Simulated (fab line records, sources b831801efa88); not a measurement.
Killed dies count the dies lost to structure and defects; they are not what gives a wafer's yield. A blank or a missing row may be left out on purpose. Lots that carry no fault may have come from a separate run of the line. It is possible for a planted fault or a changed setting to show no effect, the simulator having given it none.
Which tool is to blame? | flow sfqLine | 7 lots with 21 wafers sampled at 2 steps, on a route of 325 steps

## WHAT THE GAUGES READ, wafer by wafer
SFQ_M1_RS_MEAS_909: measures by four-point-probe.
lot  | measured     | on           | M1_NB_RS (ohm/sq)
L199 | day 18 07:50 | filmMetro-02 | 0.902 0.900 0.901
L203 | day 20 07:16 | filmMetro-01 | 0.883 0.884 0.879
L205 | day 21 14:35 | filmMetro-01 | 0.887 0.901 0.888
L207 | day 21 22:23 | filmMetro-01 | - - -
L214 | day 25 00:35 | filmMetro-01 | 0.890 0.888 0.895
L216 | day 25 21:30 | filmMetro-01 | 0.881 0.877 0.876
L219 | day 27 01:04 | filmMetro-03 | 0.889 0.886 0.884

## EACH LOT AND THE TOOL THAT RAN IT (in order: tool; ch and the chambers of the sampled wafers; start)
lot  | SFQ_TRILAYER_M1_DEP_SPUTTER_037
L199 | pvdSputter-06, day 18 07:42
L203 | pvdSputter-03, day 20 07:10
L205 | pvdSputter-05, day 21 14:29
L207 | pvdSputter-06, day 21 22:17
L214 | pvdSputter-03, day 25 00:29
L216 | pvdSputter-03, day 25 21:22
L219 | pvdSputter-05, day 27 00:58
- SFQ_TRILAYER_M1_DEP_SPUTTER_037: material Nb, target thk 200 nm, time 133.3 s.

## THE ANSWER, worked out from the rows above alone
Rule: the lots themselves supply what counts as usual. Put in order of their means at a reading, lots are off if they are a third of the lots or fewer, leave a main group of 4 or more, and stand apart from it by a gap of 3 or more times the standard deviation of the main group's means; of several such gaps the widest counts. A main group is skipped when, at the precision printed for the reading in the tables above, its means are all equal. A lot without any number at a reading at which 4 lots or more have one is off too. Any other lot the step has rows for is counted as sound.
Off: L207, at SFQ_M1_RS_MEAS_909 (M1_NB_RS). Without a number there: L207. The main group: mean 0.888 ohm/sq, standard deviation 0.0074.
A tool fits if, at a process step before that reading, it ran every lot that is off, and no sound lot after the first of them. Gauges at SFQ_M1_RS_MEAS_909: tried the same way as those tools. One fits: SFQ_TRILAYER_M1_DEP_SPUTTER_037 on pvdSputter-06. Its last sound lot is L199 (day 18 07:42), its first lot that is off L207 (day 21 22:17): a fault that began between those two fits.

## WHAT THE SIMULATOR HAD INSERTED
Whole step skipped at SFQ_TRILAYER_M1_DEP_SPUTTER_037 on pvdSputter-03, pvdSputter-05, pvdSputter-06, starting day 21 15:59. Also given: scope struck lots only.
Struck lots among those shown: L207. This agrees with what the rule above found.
